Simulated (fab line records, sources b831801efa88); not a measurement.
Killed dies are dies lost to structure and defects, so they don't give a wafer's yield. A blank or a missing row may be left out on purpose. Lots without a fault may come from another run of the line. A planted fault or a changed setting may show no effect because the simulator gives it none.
One fault seen from 2 desks | flow gf180mcu | each desk has only its own numbers; what lay behind them comes last

THE METROLOGY DESK
What the gauges read, lot by lot, whatever tool the lot ran on: means of the sampled wafers that have a number. A lot is out of limits, marked OUT, if its mean lies more than 4 standard deviations from the usual mean; the brackets give that distance.
Columns: A = LVPWELL_TW at GF_LVPWELL_TW_MEAS_11, usual 567; B = LVPWELL_RS at GF_VT_IMPLANT_RS_MEAS_48, usual 1196 ohm/sq; C = M2_OVL at GF_M2_OVL_MEAS_15, usual -3 nm
lot  | first seen here | A   | B              | C
L555 | day 3 20:19     | 559 | 1193           | -3
L558 | day 4 13:53     | 563 | 1199           | 4
L560 | day 4 23:00     | 566 | 1197           | -1
L561 | day 5 15:54     | 568 | 1199           | -10
L562 | day 5 16:16     | 568 | 1196           | -4
L564 | day 5 21:59     | 568 | 1196           | -8
L566 | day 6 13:27     | 566 | 1194           | -11
L567 | day 6 16:26     | 568 | 1191           | -3
L568 | day 6 22:22     | 565 | 1199           | 1
L570 | day 7 06:53     | 579 | 1159 (-11) OUT | 4
L572 | day 7 20:25     | 580 | 1144 (-16) OUT | -6
L576 | day 8 18:34     | 582 | 1099 (-29) OUT | -5
L578 | day 9 09:28     | 570 | 1195           | -6
This desk's finding: out of limits on L570, L572, L576; first on L570, day 11 15:12 (LVPWELL_RS at GF_VT_IMPLANT_RS_MEAS_48). In limits: L555, L558, L560, L561, L562, L564, L566, L567, L568, L578.

THE TOOL OWNER'S DESK: implanter-03
The tool's own readings at GF_LVPWELL_IMPLANT_08: means of the sampled wafers that have a number, for each lot that ran on this tool. A lot is out of limits, marked OUT, if its mean lies more than 4 standard deviations from the usual mean; the brackets give that distance.
Columns: A = beam_on_s at GF_LVPWELL_IMPLANT_08, usual 9.97 s; B = dose_ions_cm2 at GF_LVPWELL_IMPLANT_08, usual 1.5003e+13; C = end_station_pressure_torr at GF_LVPWELL_IMPLANT_08, usual 5.08e-06 Torr; D = faraday_current_uA at GF_LVPWELL_IMPLANT_08, usual 84.8
lot  | first seen here | A                | B          | C        | D
L560 | day 4 22:37     | 10.02            | 1.5003e+13 | 4.98e-06 | 84.4
L561 | day 5 15:31     | 9.97             | 1.4998e+13 | 5.00e-06 | 85.1
L566 | day 6 12:59     | 9.94             | 1.5006e+13 | 5.10e-06 | 85.0
L570 | day 7 06:31     | 10.60            | 1.4995e+13 | 4.91e-06 | 80.4
L572 | day 7 20:02     | 10.88 (+4.8) OUT | 1.4992e+13 | 5.02e-06 | 78.8
L576 | day 8 18:14     | 11.98 (+11) OUT  | 1.4959e+13 | 4.98e-06 | 70.6 (-9.5) OUT
This desk's finding: out of limits on L572, L576; first on L572, day 7 20:02 (beam_on_s at GF_LVPWELL_IMPLANT_08). In limits: L560, L561, L566, L570.

PUT TOGETHER
The tool owner's desk could have raised an alarm at day 7 20:02, on L572, L576.
The metrology desk could have raised an alarm at day 11 15:12, on L570, L572, L576.
The tool owner's desk has L570 on record, within its limits.
Of the lots named, all ran GF_LVPWELL_IMPLANT_08 on implanter-03.

WHAT THE SIMULATOR HAD PUT IN
Process parameter drift: implanter-03, from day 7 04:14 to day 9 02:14, at GF_LVPWELL_IMPLANT_08. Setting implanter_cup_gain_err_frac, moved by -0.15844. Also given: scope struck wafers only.
Lots struck among those shown: L570, L572, L576.
Hours from the fault's start to each desk's first reading out of limits: the tool owner's desk, 16; the metrology desk, 107.
